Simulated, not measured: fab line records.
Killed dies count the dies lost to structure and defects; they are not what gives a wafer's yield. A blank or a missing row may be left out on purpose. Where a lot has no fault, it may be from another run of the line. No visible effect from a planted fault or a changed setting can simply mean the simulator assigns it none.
Which of the tools did it? / flow gf180mcu / 21 wafers sampled from 7 lots at 1 step of a route of 602

== WHAT EACH GAUGE READ, for each wafer ==
GF_V3_THK_MEAS_03.
lot=L539; measured=day 21 18:39; on=film-metro-01; V3_CVD_02_THK (nm)=863 866 877
lot=L542; measured=day 22 18:34; on=film-metro-02; V3_CVD_02_THK (nm)=859 858 880
lot=L545; measured=day 23 13:29; on=film-metro-03; V3_CVD_02_THK (nm)=863 869 870
lot=L551; measured=day 25 11:17; on=film-metro-01; V3_CVD_02_THK (nm)=868 872 888
lot=L555; measured=day 26 21:58; on=film-metro-01; V3_CVD_02_THK (nm)=851 850 841
lot=L557; measured=day 27 10:28; on=film-metro-02; V3_CVD_02_THK (nm)=849 851 862
lot=L561; measured=day 28 14:47; on=film-metro-03; V3_CVD_02_THK (nm)=852 862 865

== TOOL THAT RAN EACH LOT (tool first, then ch and the chambers of the sampled wafers, then the start) ==
Before these readings, the record contains no process step.

== THE ANSWER, worked out from the rows above alone ==
Rule: the lots themselves supply what counts as usual. Put in order of their means at a reading, lots are off if they are a third of the lots or fewer, leave a main group of 4 or more, and stand apart from it by a gap of 3 or more times the standard deviation of the main group's means; of several such gaps the widest counts. The tables above print the reading to a certain number of digits; a main group whose means all agree to those digits is not used. Also off: a lot with no number at a reading for which 4 or more lots have one. All remaining lots with rows at the step are treated as sound.
No lot is off on any of the readings shown, so nothing can be concluded from this.

== WHAT THE SIMULATOR HAD PUT IN ==
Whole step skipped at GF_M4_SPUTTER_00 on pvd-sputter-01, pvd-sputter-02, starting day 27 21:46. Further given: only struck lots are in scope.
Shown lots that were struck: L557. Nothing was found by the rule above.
